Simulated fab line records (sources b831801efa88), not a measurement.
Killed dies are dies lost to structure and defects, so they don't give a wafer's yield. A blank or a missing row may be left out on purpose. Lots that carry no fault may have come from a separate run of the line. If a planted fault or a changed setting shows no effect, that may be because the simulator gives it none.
What tool caused it? | flow sky130 | 24 lots, 72 wafers sampled, at 5 steps of a route of 708

## WHAT THE GAUGES SHOWED, per wafer
SKY_CONTACT_CD_MEAS_14: target cd 170 nm.
lot  | measured     | on        | cd_nm (nm)
L074 | day 31 23:26 | cd_sem-02 | 170.2 169.5 170.5
L075 | day 32 04:51 | cd_sem-01 | 169.1 168.7 170.5
L076 | day 32 09:43 | cd_sem-01 | 170.7 170.1 169.3
L077 | day 32 20:02 | cd_sem-01 | 171.4 170.2 168.8
L079 | day 33 17:13 | cd_sem-01 | 172.9 169.6 172.4
L080 | day 33 17:32 | cd_sem-02 | 171.1 171.0 172.6
L078 | day 33 18:29 | cd_sem-02 | 171.1 172.0 171.5
L081 | day 34 13:14 | cd_sem-02 | 171.5 171.3 170.1
L082 | day 35 01:26 | cd_sem-02 | 171.4 171.4 170.2
L083 | day 35 02:05 | cd_sem-01 | 171.5 169.4 170.5
L084 | day 35 05:58 | cd_sem-02 | 170.0 170.4 170.0
L085 | day 35 11:19 | cd_sem-02 | 168.2 168.7 167.6
L086 | day 35 18:51 | cd_sem-01 | 170.4 171.7 171.1
L087 | day 36 01:44 | cd_sem-01 | 172.7 171.8 173.1
L088 | day 36 13:37 | cd_sem-01 | 168.8 169.9 169.8
L089 | day 36 17:58 | cd_sem-01 | 169.6 170.0 171.3
L090 | day 37 11:11 | cd_sem-02 | 167.1 167.1 166.7
L092 | day 37 15:50 | cd_sem-01 | 171.4 171.0 170.6
L091 | day 37 17:09 | cd_sem-02 | 170.7 172.6 171.0
L093 | day 37 23:45 | cd_sem-02 | 169.3 171.7 171.7
L094 | day 38 03:11 | cd_sem-01 | 169.3 170.1 169.9
L095 | day 38 10:16 | cd_sem-02 | 168.5 169.2 169.4
L096 | day 38 20:31 | cd_sem-01 | 168.5 167.0 168.6
L097 | day 39 00:00 | cd_sem-01 | 169.4 171.5 169.8

SKY_METAL2_OVL_MEAS_16.
lot  | measured     | on         | METAL2_OVL (nm)
L074 | day 35 12:08 | overlay-01 | 5 8 8
L075 | day 35 18:50 | overlay-02 | 6 2 5
L076 | day 35 23:25 | overlay-02 | 1 3 -2
L077 | day 36 09:38 | overlay-01 | 1 2 5
L079 | day 37 05:44 | overlay-02 | 6 7 3
L080 | day 37 07:20 | overlay-01 | 9 6 2
L078 | day 37 08:23 | overlay-01 | 1 0 4
L081 | day 38 01:51 | overlay-02 | 3 1 7
L082 | day 38 12:57 | overlay-02 | -1 -5 -3
L083 | day 38 13:50 | overlay-01 | -3 -3 -5
L084 | day 38 17:14 | overlay-02 | 3 5 5
L085 | day 38 22:03 | overlay-02 | -3 1 -2
L086 | day 39 06:06 | overlay-01 | 12 15 14
L087 | day 39 11:31 | overlay-01 | 4 4 3
L088 | day 39 22:22 | overlay-01 | 7 -1 1
L089 | day 40 04:44 | overlay-01 | -1 -1 0
L090 | day 40 19:14 | overlay-02 | 5 3 3
L092 | day 40 22:59 | overlay-01 | -6 -3 1
L091 | day 41 01:01 | overlay-02 | 1 2 -1
L093 | day 41 07:59 | overlay-02 | 2 6 6
L094 | day 41 10:36 | overlay-02 | 10 5 3
L095 | day 41 16:42 | overlay-01 | 7 8 2
L096 | day 42 02:20 | overlay-02 | 3 2 6
L097 | day 42 07:56 | overlay-01 | 5 12 12

SKY_CAPM_OVL_MEAS_12.
lot  | measured     | on         | CAPM_OVL (nm)
L074 | day 37 19:20 | overlay-01 | -0.2 -0.3 -0.6
L075 | day 38 02:51 | overlay-02 | 0.8 2.4 0.1
L076 | day 38 06:45 | overlay-02 | -1.5 -0.1 -0.5
L077 | day 38 15:53 | overlay-02 | -1.3 -1.5 -2.4
L079 | day 39 11:28 | overlay-01 | -2.1 0.3 -0.9
L080 | day 39 12:51 | overlay-01 | -1.1 -1.4 -1.7
L078 | day 39 13:19 | overlay-01 | -1.1 -0.1 -0.6
L081 | day 40 07:35 | overlay-01 | 1.6 -0.1 0.2
L082 | day 40 15:47 | overlay-02 | -0.6 -0.7 -0.1
L083 | day 40 16:53 | overlay-01 | -0.8 0.2 -0.7
L084 | day 40 22:31 | overlay-02 | -1.9 -1.5 -2.1
L085 | day 41 02:06 | overlay-02 | 0.1 -0.7 -1.4
L086 | day 41 10:08 | overlay-01 | -1.8 -0.8 -2.6
L087 | day 41 14:57 | overlay-01 | 1.3 0.5 0.4
L088 | day 42 02:16 | overlay-01 | -1.2 -0.8 -2.0
L089 | day 42 13:42 | overlay-02 | 0.0 -0.2 -1.0
L090 | day 42 21:09 | overlay-02 | -0.1 -2.1 -0.2
L092 | day 43 01:30 | overlay-01 | 0.7 0.9 0.3
L091 | day 43 03:48 | overlay-01 | 0.2 0.8 -0.8
L093 | day 43 10:21 | overlay-01 | 1.7 0.6 -0.6
L094 | day 43 12:39 | overlay-02 | -2.5 -1.7 -2.9
L095 | day 43 18:36 | overlay-01 | -1.2 0.1 -0.2
L096 | day 44 03:23 | overlay-01 | 0.5 0.4 1.2
L097 | day 44 09:42 | overlay-02 | -0.1 -0.8 -1.5

## EACH LOT AND THE TOOL THAT RAN IT (in order: tool; ch and the chambers of the sampled wafers; start)
lot  | SKY_VIA1_ETCH_15                   | SKY_METAL2_STRIP_20
L074 | rie_diel-04 ch 0,1,2, day 34 08:06 | plasma_asher-01 ch 1, day 35 12:22
L075 | rie_diel-02 ch 0,2,3, day 34 14:37 | plasma_asher-01 ch 0,1, day 35 19:16
L076 | rie_diel-04 ch 0,2, day 34 18:49   | plasma_asher-04 ch 0,1, day 35 23:38
L077 | rie_diel-02 ch 0,2, day 35 05:27   | plasma_asher-04 ch 0,1, day 36 09:52
L079 | rie_diel-03 ch 0,1,3, day 36 02:20 | plasma_asher-01 ch 0,1, day 37 06:10
L080 | rie_diel-02 ch 0,1, day 36 03:15   | plasma_asher-02 ch 0,1, day 37 07:44
L078 | rie_diel-03 ch 0,1,3, day 36 04:42 | plasma_asher-01 ch 0,1, day 37 08:35
L081 | rie_diel-03 ch 2,3, day 36 21:39   | plasma_asher-02 ch 0,1, day 38 02:15
L082 | rie_diel-02 ch 1,2,3, day 37 09:01 | plasma_asher-02 ch 0,1, day 38 13:10
L083 | rie_diel-02 ch 0,1,3, day 37 10:12 | plasma_asher-04 ch 1, day 38 14:04
L084 | rie_diel-03 ch 0,2,3, day 37 13:39 | plasma_asher-01 ch 0,1, day 38 17:26
L085 | rie_diel-03 ch 1,3, day 37 18:45   | plasma_asher-04 ch 0,1, day 38 22:16
L086 | rie_diel-02 ch 0,2,3, day 38 03:00 | plasma_asher-01 ch 0,1, day 39 06:19
L087 | rie_diel-02 ch 1,2, day 38 09:27   | plasma_asher-01 ch 0,1, day 39 11:44
L088 | rie_diel-04 ch 1,2, day 38 20:24   | plasma_asher-01 ch 1, day 39 22:35
L089 | rie_diel-04 ch 1,2, day 39 00:18   | plasma_asher-02 ch 0,1, day 40 04:58
L090 | rie_diel-02 ch 0,2, day 39 17:07   | plasma_asher-02 ch 0,1, day 40 19:30
L092 | rie_diel-04 ch 1,3, day 39 21:12   | plasma_asher-01 ch 0,1, day 40 23:11
L091 | rie_diel-04 ch 1,2,3, day 39 22:53 | plasma_asher-04 ch 0, day 41 01:14
L093 | rie_diel-04 ch 0,1,2, day 40 05:58 | plasma_asher-02 ch 1, day 41 08:13
L094 | rie_diel-02 ch 1,2,3, day 40 09:10 | plasma_asher-01 ch 0,1, day 41 10:49
L095 | rie_diel-04 ch 1,2,3, day 40 15:04 | plasma_asher-01 ch 0,1, day 41 17:06
L096 | rie_diel-03 ch 0,3, day 41 00:25   | plasma_asher-02 ch 0,1, day 42 02:34
L097 | rie_diel-04 ch 1,2,3, day 41 06:18 | plasma_asher-04 ch 0, day 42 08:08
- SKY_VIA1_ETCH_15: etches SiO2 in C4F8/O2/Ar, stops on TiN, target depth 351 nm, time 54 s.
- SKY_METAL2_STRIP_20: strips in O2/N2.

## WHAT THE TOOLS THEMSELVES READ (means of the sampled wafers that have a number; where no wafer has one, the mark that the record gives instead)
SKY_VIA1_ETCH_15.
lot  | tool        | oes_product_au (a.u.)
L074 | rie_diel-04 | 0.981
L075 | rie_diel-02 | 0.979
L076 | rie_diel-04 | 0.987
L077 | rie_diel-02 | 0.981
L079 | rie_diel-03 | 0.981
L080 | rie_diel-02 | 0.978
L078 | rie_diel-03 | 0.977
L081 | rie_diel-03 | 0.981
L082 | rie_diel-02 | 0.987
L083 | rie_diel-02 | 0.985
L084 | rie_diel-03 | 0.986
L085 | rie_diel-03 | 0.976
L086 | rie_diel-02 | 0.981
L087 | rie_diel-02 | 0.978
L088 | rie_diel-04 | 0.969
L089 | rie_diel-04 | 0.980
L090 | rie_diel-02 | 0.983
L092 | rie_diel-04 | 0.978
L091 | rie_diel-04 | 0.978
L093 | rie_diel-04 | 0.978
L094 | rie_diel-02 | 0.984
L095 | rie_diel-04 | 0.976
L096 | rie_diel-03 | 0.980
L097 | rie_diel-04 | 0.979

SKY_METAL2_STRIP_20.
lot  | tool            | drypump_motor_current_A (A) | oes_product_au (a.u.) | strip_time_to_endpoint_s (s)
L074 | plasma_asher-01 | 5.2                         | 0.343                 | 2.68
L075 | plasma_asher-01 | 5.6                         | 0.340                 | 2.74
L076 | plasma_asher-04 | 5.4                         | 0.346                 | 2.70
L077 | plasma_asher-04 | 5.4                         | 0.343                 | 2.68
L079 | plasma_asher-01 | 5.5                         | 0.341                 | 2.69
L080 | plasma_asher-02 | 6.1                         | 0.344                 | 2.65
L078 | plasma_asher-01 | 5.5                         | 0.343                 | 2.67
L081 | plasma_asher-02 | 6.1                         | 0.343                 | 2.68
L082 | plasma_asher-02 | 6.1                         | 0.338                 | 2.69
L083 | plasma_asher-04 | 5.7                         | 0.342                 | 2.69
L084 | plasma_asher-01 | 5.9                         | 0.347                 | 2.66
L085 | plasma_asher-04 | 5.4                         | 0.344                 | 2.67
L086 | plasma_asher-01 | 5.6                         | 0.338                 | 2.66
L087 | plasma_asher-01 | 5.5                         | 0.341                 | 2.64
L088 | plasma_asher-01 | 5.1                         | 0.342                 | 2.67
L089 | plasma_asher-02 | 5.9                         | 0.335                 | 2.71
L090 | plasma_asher-02 | 6.0                         | 0.339                 | 2.68
L092 | plasma_asher-01 | 5.6                         | 0.345                 | 2.71
L091 | plasma_asher-04 | 5.3                         | 0.342                 | 2.67
L093 | plasma_asher-02 | 6.3                         | 0.339                 | 2.67
L094 | plasma_asher-01 | 5.5                         | 0.342                 | 2.69
L095 | plasma_asher-01 | 5.5                         | 0.342                 | 2.67
L096 | plasma_asher-02 | 6.1                         | 0.338                 | 2.69
L097 | plasma_asher-04 | 5.3                         | 0.343                 | 2.73

## THE ANSWER, worked out from the rows above alone
Rule: what is usual is taken from the lots themselves. The widest of any qualifying gaps counts: lots, ordered by their means at a reading, are off when they make up no more than a third of the lots, leave a main group of 4 or more, and stand apart from it by 3 or more times the standard deviation of that group's means. Not used: any main group whose means are identical at the precision the tables above print for the reading. A lot without any number at a reading at which 4 lots or more have one is off too. All remaining lots with rows at the step are treated as sound. The gauges are gone through in route order, then the tools' own readings, and for those a lot's mean is taken as printed above. At the first step where some lot is off, the reading lying furthest off is the one used; lots without a number count as furthest.
Nothing can be told from this: no lot is off at any reading shown.

## WHAT THE SIMULATOR PUT IN
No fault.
